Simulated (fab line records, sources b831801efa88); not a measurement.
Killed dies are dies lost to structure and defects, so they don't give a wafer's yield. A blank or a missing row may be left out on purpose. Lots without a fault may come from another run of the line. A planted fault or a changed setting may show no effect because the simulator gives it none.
One fault seen from 2 desks | flow sfq_line | each desk has only its own numbers; what lay behind them comes last

THE TOOL OWNER'S DESK: litho_track-03
The tool's own readings at SFQ_TRILAYER_M0_LITHO_PEB_024 (peb time 60 s): means of the sampled wafers that have a number, for each lot that ran on this tool. A lot is out of limits, marked OUT, if its mean lies more than 4 standard deviations from the usual mean; the brackets give that distance.
Columns: A = heater_power_total_W at SFQ_TRILAYER_M0_LITHO_PEB_024, usual 79.15 W; B = plate_temp_C at SFQ_TRILAYER_M0_LITHO_PEB_024, usual 114.97 C
lot  | first seen here | A                       | B
L502 | day 12 01:28    | 79.19                   | 115.08
L504 | day 12 20:40    | 79.17                   | 115.05
L506 | day 14 10:01    | 79.10                   | 115.06
L518 | day 18 19:59    | 88.81 (+99 or more) OUT | 125.39 (+80) OUT
L519 | day 19 01:59    | 88.81 (+99 or more) OUT | 125.48 (+81) OUT
This desk's finding: out of limits on L518, L519; first on L518, day 18 19:59 (heater_power_total_W at SFQ_TRILAYER_M0_LITHO_PEB_024). In limits: L502, L504, L506.

THE METROLOGY DESK
What the gauges read, lot by lot, whatever tool the lot ran on: means of the sampled wafers that have a number. A lot is out of limits, marked OUT, if its mean lies more than 4 standard deviations from the usual mean; the brackets give that distance.
Columns: A = I4_BOW at SFQ_I4_BOW_MEAS_927, usual 1 um; B = J5_OVL at SFQ_JJ_OVL_MEAS_931, usual 2 nm
lot  | first seen here | A   | B
L500 | day 54 23:20    | -1  | -4
L502 | day 55 23:57    | 5   | 3
L503 | day 56 08:57    | 6   | 0
L504 | day 56 17:57    | -4  | -6
L505 | day 56 23:58    | -9  | -2
L506 | day 57 02:58    | -7  | 6
L508 | day 57 11:58    | 1   | -4
L509 | day 57 13:40    | 2   | 2
L510 | day 58 06:28    | -10 | -7
L518 | day 61 13:45    | 1   | 9
L519 | day 62 01:46    | 10  | 7
L521 | day 62 13:47    | 5   | 1
L522 | day 62 15:37    | 11  | 3
L523 | day 62 16:45    | -2  | 6
This desk's finding: nothing out of limits on any of the 14 lots.

PUT TOGETHER
The tool owner's desk could have raised an alarm at day 18 19:59, on L518, L519.
The metrology desk saw nothing out of limits.
The metrology desk has L518, L519 on record, within its limits.
Of the lots named, all ran SFQ_TRILAYER_M0_LITHO_PEB_024 on litho_track-03.

WHAT THE SIMULATOR HAD PUT IN
Process parameter drift: litho_track-03, from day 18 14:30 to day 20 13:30, at SFQ_TRILAYER_M0_LITHO_PEB_024. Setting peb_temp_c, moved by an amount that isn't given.
Lots struck among those shown: L518, L519.
Hours from the fault's start to each desk's first reading out of limits: the tool owner's desk, 5.
